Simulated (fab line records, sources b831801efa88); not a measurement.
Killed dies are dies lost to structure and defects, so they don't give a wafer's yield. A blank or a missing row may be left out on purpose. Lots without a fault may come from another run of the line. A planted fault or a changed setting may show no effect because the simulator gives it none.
Chamber matching | flow gf180mcu | GF_V2_CMP_04 on cmp-01: 4 sister chambers
The step polishes SiO2. 8 wafers are shown with their chamber, then 9 later ones without.

WAFERS WITH THEIR CHAMBER
wafer  | chamber | motor_current_A (A) | time_to_endpoint_s (s)
L781.3 | 1       | 11.1                | 90
L787.3 | 0       | 14.8                | 76
L787.6 | 0       | 14.1                | 82
L788.5 | 2       | 10.9                | 88
L788.6 | 3       | 10.3                | 84
L792.3 | 1       | 10.7                | 83
L792.4 | 2       | 11.6                | 82
L792.6 | 3       | 10.1                | 84

WAFERS WITHOUT THEIR CHAMBER
wafer  | motor_current_A (A) | time_to_endpoint_s (s)
L796.3 | 10.6                | 77
L796.5 | 9.8                 | 83
L796.6 | 15.1                | 83
L797.1 | 11.6                | 81
L797.4 | 10.9                | 90
L797.5 | 10.8                | 93
L801.2 | 10.5                | 73
L801.5 | 14.8                | 80
L801.6 | 11.3                | 95

WHICH CHAMBER EACH WENT THROUGH
wafer  | from the rows above          | in truth
L796.3 | can't be placed: 3 or 1 or 2 | 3
L796.5 | can't be placed: 3 or 1      | 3
L796.6 | 0                            | 0
L797.1 | can't be placed: 2 or 1      | 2
L797.4 | can't be placed: 1 or 2 or 3 | 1
L797.5 | can't be placed: 1 or 2 or 3 | 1
L801.2 | can't be placed: 3 or 1 or 2 | 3
L801.5 | 0                            | 0
L801.6 | can't be placed: 1 or 2 or 3 | 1
Placed correctly: 2 of 9. Can't be placed from these rows: 7 (the true chamber is among the candidates in 7). Placed wrongly: 0.
How it was worked out, from the rows above alone: a wafer's distance from a chamber is the root of the sum, over the readings, of the square of ((its reading less the chamber's mean) divided by the reading's scatter). The wafer belongs to the nearest chamber; if the next one is less than 2 further off, it can't be placed. A chamber's mean is the mean of its shown wafers. The scatter: the root of (the sum of the squares of (reading less its chamber's mean) over the shown wafers, divided by (wafers less chambers)).
